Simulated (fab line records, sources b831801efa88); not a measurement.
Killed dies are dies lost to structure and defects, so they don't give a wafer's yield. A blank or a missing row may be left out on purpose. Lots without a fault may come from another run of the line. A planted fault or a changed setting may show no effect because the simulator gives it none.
Which tool did it? | flow sky130 | 13 lots, 39 wafers sampled, at 2 steps of a route of 708

WHAT THE GAUGES READ, wafer by wafer
The record holds no reading of a measuring or inspecting step that can be judged against a usual standard deviation.

WHICH TOOL RAN EACH LOT (tool, then ch and the chambers of the sampled wafers, then the start)
lot  | SKY_FIELD_ISO_ETCH_15             | SKY_PAD_OPEN_PROBE_99
L233 | rie_diel-04 ch 2,3, day 2 05:49   | -
L234 | rie_diel-04 ch 2,3, day 2 12:08   | -
L235 | rie_diel-04 ch 0,3, day 2 18:10   | -
L236 | rie_diel-01 ch 0,2, day 2 21:10   | -
L238 | rie_diel-02 ch 1,2, day 3 07:25   | -
L239 | rie_diel-02 ch 0,2, day 3 12:46   | -
L240 | rie_diel-04 ch 0,2,3, day 3 16:13 | -
L241 | rie_diel-01 ch 1,3, day 3 23:17   | -
L242 | rie_diel-02 ch 0,1,2, day 4 03:25 | prober-01, day 48 09:09
L243 | rie_diel-01 ch 0,2,3, day 4 09:56 | -
L244 | rie_diel-02 ch 0,2,3, day 4 13:34 | -
L249 | rie_diel-01 ch 0,1, day 5 18:34   | -
L252 | rie_diel-01 ch 0,1,2, day 6 07:04 | prober-01, day 50 22:20
- SKY_FIELD_ISO_ETCH_15: etches the open film in CHF3/O2, stops on Si, target depth 180 nm, time 72 s.
- SKY_PAD_OPEN_PROBE_99

WHAT THE TOOLS THEMSELVES READ (means of the sampled wafers that have a number; where no wafer has one, the mark that the record gives instead)
SKY_FIELD_ISO_ETCH_15. Usual: drypump_motor_current_A 5.6 A, standard deviation 0.5; oes_product_au 0.949 a.u., standard deviation 0.0072; throttle_valve_pct 8.845 %, standard deviation 0.0099.
lot  | tool        | drypump_motor_current_A (A) | oes_product_au (a.u.) | throttle_valve_pct (%) | flag
L233 | rie_diel-04 | 5.4                         | 0.957                 | 8.850                  |
L234 | rie_diel-04 | 5.8                         | 0.953                 | 8.844                  |
L235 | rie_diel-04 | 4.9                         | 0.949                 | 8.845                  |
L236 | rie_diel-01 | 5.7                         | 0.955                 | 8.840                  |
L238 | rie_diel-02 | 5.5                         | 0.951                 | 8.848                  |
L239 | rie_diel-02 | 5.5                         | 0.950                 | 8.844                  |
L240 | rie_diel-04 | 5.3                         | 0.953                 | 8.842                  |
L241 | rie_diel-01 | 5.9                         | 0.953                 | 8.857                  |
L242 | rie_diel-02 | 5.5                         | 0.949                 | 8.845                  |
L243 | rie_diel-01 | 5.9                         | 0.956                 | 8.851                  |
L244 | rie_diel-02 | 5.3                         | 0.936                 | 8.842                  |
L249 | rie_diel-01 | 5.4                         | 0.948                 | 8.847                  |
L252 | rie_diel-01 | 5.5                         | 0.946                 | 8.833                  |

SKY_PAD_OPEN_PROBE_99. Usual: killed_at_M0_to_M3 44, standard deviation 7.1; killed_at_M4_up 3.1, standard deviation 1.8; killed_at_contacts 24, standard deviation 5.3; killed_at_front_end 15, standard deviation 4.5; killed_at_other 0.2, standard deviation 0.42; killed_dies 86, standard deviation 9.6; killed_open 46, standard deviation 6.9; killed_short 40, standard deviation 6.4.
lot  | tool      | killed_at_M0_to_M3 | killed_at_M4_up | killed_at_contacts | killed_at_front_end | killed_at_other | killed_dies | killed_open | killed_short | flag
L242 | prober-01 | 51                 | 3.0             | 24                 | 19                  | 0.3             | 97          | 53          | 44           |
L252 | prober-01 | 43                 | 1.7             | 23                 | 24                  | 0.0             | 92          | 45          | 35           |

THE ANSWER, worked out from the rows above alone
Rule: a lot is off if the mean of its wafers that have a number lies more than 3 standard deviations from the usual mean. A lot without any number at a reading at which 4 lots or more have one is off too. The other lots that the step has rows for count as sound. The gauges are gone through in route order, then the tools' own readings, and for those a lot's mean is taken as printed above. The first step at which some lot is off is used, and at that step the reading that is off furthest; a lot without a number counts as furthest.
No lot is off at any reading shown: from this, nothing can be told.

WHAT THE SIMULATOR HAD PUT IN
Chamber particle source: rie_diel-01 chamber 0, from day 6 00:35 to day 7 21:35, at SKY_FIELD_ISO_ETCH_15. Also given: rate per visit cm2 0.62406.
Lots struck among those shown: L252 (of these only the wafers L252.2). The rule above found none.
